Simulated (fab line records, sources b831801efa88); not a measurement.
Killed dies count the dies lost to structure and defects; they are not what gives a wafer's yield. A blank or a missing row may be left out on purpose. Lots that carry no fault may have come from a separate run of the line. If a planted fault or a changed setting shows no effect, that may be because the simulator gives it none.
Which tool was responsible? -- flow gf180mcu -- Sampling: 15 lots, 45 wafers, 6 of 602 route steps

WHAT THE GAUGES SHOWED, per wafer
GF_POLY_GATE_CD_MEAS_10: the cd target is 280 nm. Usual: 279.7 nm for cd-nm, sd 1.3.
lot,measured,on,cd-nm (nm),flag
L455,day 9 08:35,cd-sem-02,280.4 280.7 279.1,
L456,day 9 11:45,cd-sem-02,278.1 278.6 277.7,
L457,day 9 16:31,cd-sem-01,283.2 282.3 282.7,
L458,day 9 22:17,cd-sem-02,278.5 278.1 278.0,
L460,day 10 13:47,cd-sem-02,281.0 281.0 280.0,
L462,day 11 12:53,cd-sem-02,280.7 280.2 280.3,
L463,day 11 20:40,cd-sem-01,280.7 281.8 281.3,
L466,day 12 17:55,cd-sem-02,277.3 277.7 277.2,
L467,day 12 21:53,cd-sem-02,279.2 279.7 278.5,
L469,day 13 12:53,cd-sem-01,280.9 281.5 280.9,
L472,day 14 10:41,cd-sem-01,280.5 280.4 279.4,
L473,day 14 14:43,cd-sem-02,278.5 279.1 280.1,
L475,day 15 00:40,cd-sem-02,278.8 279.0 278.3,
L476,day 15 15:57,cd-sem-01,280.2 279.0 280.0,
L477,day 15 22:46,cd-sem-01,280.8 278.7 279.3,

GF_HV_LDD_TW_MEAS_38. Usual: HV_LDD_3_TW gives 1433 (standard deviation 20).
lot,measured,on,HV_LDD_3_TW,flag
L455,day 11 20:01,film-metro-04,1460 1454 1460,
L456,day 11 21:45,film-metro-04,1454 1461 1453,
L457,day 12 02:40,film-metro-01,1420 1422 1426,
L458,day 12 09:07,film-metro-01,1415 1421 1421,
L460,day 13 01:42,film-metro-03,1419 1418 1410,
L462,day 14 03:45,film-metro-04,1457 1459 1454,
L463,day 14 10:34,film-metro-03,1423 1416 1422,
L466,day 15 10:43,film-metro-01,1417 1419 1414,
L467,day 15 13:16,film-metro-01,1418 1416 1421,
L469,day 16 09:08,film-metro-01,1424 1422 1414,
L472,day 17 08:49,film-metro-01,1413 1414 1412,
L473,day 17 12:57,film-metro-04,1464 1457 1456,
L475,day 18 00:00,film-metro-04,1334 1338 1331,OFF
L476,day 18 15:29,film-metro-04,1334 1337 1328,OFF
L477,day 18 22:23,film-metro-04,1333 1331 1344,OFF

GF_HV_LDD_RS_MEAS_53: measures by four-point-probe. Usual: HV_LDD_RS gives 418.1 ohm/sq (standard deviation 1).
lot,measured,on,HV_LDD_RS (ohm/sq),flag
L455,day 12 15:30,film-metro-04,418.2 418.3 417.7,
L456,day 12 17:22,film-metro-01,417.5 416.5 416.9,
L457,day 12 22:42,film-metro-01,417.8 418.0 417.0,
L458,day 13 05:28,film-metro-01,418.6 418.6 418.4,
L460,day 13 22:23,film-metro-01,418.7 418.7 417.1,
L462,day 15 00:34,film-metro-03,416.5 416.9 416.9,
L463,day 15 07:34,film-metro-01,419.8 419.5 419.1,
L466,day 16 09:49,film-metro-03,418.7 417.9 418.3,
L467,day 16 12:34,film-metro-03,418.7 417.2 417.3,
L469,day 17 07:43,film-metro-04,420.3 419.1 419.3,
L472,day 18 08:46,film-metro-03,418.4 416.9 418.7,
L473,day 18 12:38,film-metro-01,416.9 418.2 417.6,
L475,day 18 23:45,film-metro-03,441.1 439.9 440.1,OFF
L476,day 19 15:40,film-metro-01,441.7 439.9 440.9,OFF
L477,day 19 23:39,film-metro-03,440.2 439.5 439.5,OFF

WHICH TOOL RAN EACH LOT (tool, then ch and the chambers of the sampled wafers, then the start)
lot,GF_POLY_GATE_STRIP_14,GF_HV_LDD_IMPLANT_34,GF_HV_LDD_RTA_52
L455,"plasma-asher-01 ch 1, day 9 08:50","implanter-03 ch 0, day 11 19:28","rtp-anneal-01 ch 0, day 12 15:26"
L456,"plasma-asher-01 ch 0, day 9 12:01","implanter-03 ch 0, day 11 21:13","rtp-anneal-01 ch 0, day 12 17:17"
L457,"plasma-asher-02 ch 0,1, day 9 16:47","implanter-04 ch 0, day 12 02:07","rtp-anneal-01 ch 0, day 12 22:38"
L458,"plasma-asher-04 ch 0,1, day 9 22:31","implanter-03 ch 0, day 12 08:37","rtp-anneal-02 ch 0, day 13 05:23"
L460,"plasma-asher-01 ch 0,1, day 10 14:01","implanter-04 ch 0, day 13 01:12","rtp-anneal-02 ch 0, day 13 22:17"
L462,"plasma-asher-01 ch 0,1, day 11 13:08","implanter-04 ch 0, day 14 03:10","rtp-anneal-02 ch 0, day 15 00:30"
L463,"plasma-asher-02 ch 0,1, day 11 20:56","implanter-03 ch 0, day 14 10:02","rtp-anneal-02 ch 0, day 15 07:29"
L466,"plasma-asher-04 ch 0,1, day 12 18:11","implanter-04 ch 0, day 15 10:10","rtp-anneal-02 ch 0, day 16 09:45"
L467,"plasma-asher-04 ch 0,1, day 12 22:08","implanter-02 ch 0, day 15 12:43","rtp-anneal-01 ch 0, day 16 12:30"
L469,"plasma-asher-02 ch 0,1, day 13 13:08","implanter-04 ch 0, day 16 08:35","rtp-anneal-01 ch 0, day 17 07:38"
L472,"plasma-asher-01 ch 0,1, day 14 10:56","implanter-02 ch 0, day 17 08:19","rtp-anneal-01 ch 0, day 18 08:40"
L473,"plasma-asher-02 ch 0,1, day 14 14:58","implanter-03 ch 0, day 17 12:26","rtp-anneal-02 ch 0, day 18 12:33"
L475,"plasma-asher-04 ch 1, day 15 00:56","implanter-03, day 17 23:27","rtp-anneal-02 ch 0, day 18 23:41"
L476,"plasma-asher-04 ch 0,1, day 15 16:11","implanter-02, day 18 14:58","rtp-anneal-01 ch 0, day 19 15:35"
L477,"plasma-asher-02 ch 0,1, day 15 23:01","implanter-03, day 18 21:52","rtp-anneal-01 ch 0, day 19 23:34"
- GF_POLY_GATE_STRIP_14: strips in O2/N2.
- GF_HV_LDD_IMPLANT_34
- GF_HV_LDD_RTA_52: time 10 s.

WHAT THE TOOLS THEMSELVES READ (means of the sampled wafers that have a number; where no wafer has one, the mark that the record gives instead)
GF_POLY_GATE_STRIP_14. Usual: drypump-motor-current-A 6.06 A, standard deviation 0.2; heater-power-w 332 W, standard deviation 11; oes-product-au 0.505 a.u., standard deviation 0.0048; platen-temp-c 249.99 C, standard deviation 0.19.
lot,tool,drypump-motor-current-A (A),heater-power-w (W),oes-product-au (a.u.),platen-temp-c (C),flag
L455,plasma-asher-01,6.40,313,0.503,249.95,
L456,plasma-asher-01,5.79,332,0.506,249.97,
L457,plasma-asher-02,6.09,340,0.507,250.13,
L458,plasma-asher-04,5.95,336,0.501,249.89,
L460,plasma-asher-01,6.19,322,0.502,249.87,
L462,plasma-asher-01,6.17,323,0.505,250.21,
L463,plasma-asher-02,6.13,338,0.506,249.89,
L466,plasma-asher-04,6.03,326,0.501,250.07,
L467,plasma-asher-04,5.95,341,0.507,250.04,
L469,plasma-asher-02,6.07,337,0.507,250.05,
L472,plasma-asher-01,5.99,330,0.505,250.17,
L473,plasma-asher-02,6.10,333,0.504,250.09,
L475,plasma-asher-04,6.11,317,0.506,249.93,
L476,plasma-asher-04,5.95,334,0.504,249.91,
L477,plasma-asher-02,6.14,339,0.513,249.81,

GF_HV_LDD_IMPLANT_34. Usual: beam-energy-keV 60.000, standard deviation 0.019; beam-on-s 10.03 s, standard deviation 0.2.
lot,tool,beam-energy-keV,beam-on-s (s),flag
L455,implanter-03,59.988,10.05,
L456,implanter-03,59.985,9.90,
L457,implanter-04,60.021,10.05,
L458,implanter-03,60.010,9.91,
L460,implanter-04,60.010,10.09,
L462,implanter-04,59.986,10.18,
L463,implanter-03,60.014,10.14,
L466,implanter-04,60.005,10.06,
L467,implanter-02,60.000,10.04,
L469,implanter-04,59.988,9.87,
L472,implanter-02,59.987,10.14,
L473,implanter-03,59.995,10.12,
L475,implanter-03,-,-,OFF
L476,implanter-02,-,-,OFF
L477,implanter-03,-,-,OFF

GF_HV_LDD_RTA_52. Usual: anneal-temp-c-max 1005.3, standard deviation 1.1; lamp-power-pct 35.1 %, standard deviation 2.4; wafer_temp_C_max 1004.4, standard deviation 2.
lot,tool,anneal-temp-c-max,lamp-power-pct (%),wafer_temp_C_max,flag
L455,rtp-anneal-01,1005.9,32.7,1002.7,
L456,rtp-anneal-01,1005.7,32.7,1002.8,
L457,rtp-anneal-01,1005.1,32.7,1001.7,
L458,rtp-anneal-02,1004.0,37.5,1006.2,
L460,rtp-anneal-02,1004.5,37.5,1007.5,
L462,rtp-anneal-02,1005.7,37.6,1006.1,
L463,rtp-anneal-02,1005.2,37.6,1006.2,
L466,rtp-anneal-02,1005.0,37.6,1006.3,
L467,rtp-anneal-01,1005.5,32.7,1003.0,
L469,rtp-anneal-01,1005.6,32.7,1002.5,
L472,rtp-anneal-01,1005.6,32.7,1003.0,
L473,rtp-anneal-02,1004.2,37.5,1006.2,
L475,rtp-anneal-02,1004.5,37.5,1006.6,
L476,rtp-anneal-01,1005.1,32.7,1002.8,
L477,rtp-anneal-01,1006.0,32.6,1002.1,

THE ANSWER, worked out from the rows above alone
Rule: lot off if the mean of its wafers having a number is beyond 3 standard deviations from the usual mean. Also off: a lot with no number at a reading for which 4 or more lots have one. Any other lot the step has rows for is counted as sound. After the gauges, taken in route order, come the tools' own readings; for these a lot's mean is taken, as printed above. The first step at which some lot is off is used, and at that step the reading that is off furthest; a lot without a number counts as furthest.
Off: L475, L476, L477, seen at GF_HV_LDD_TW_MEAS_38 (HV_LDD_3_TW).
If a tool, at a process step before that reading, ran all the lots that are off and no sound lot after the first of them, it fits. Not tried: the gauges at GF_HV_LDD_TW_MEAS_38; whatever is off there is also off at GF_HV_LDD_RS_MEAS_53, on other tools, and gauge error can't account for it. Of those tried, none fits.

WHAT THE SIMULATOR HAD PUT IN
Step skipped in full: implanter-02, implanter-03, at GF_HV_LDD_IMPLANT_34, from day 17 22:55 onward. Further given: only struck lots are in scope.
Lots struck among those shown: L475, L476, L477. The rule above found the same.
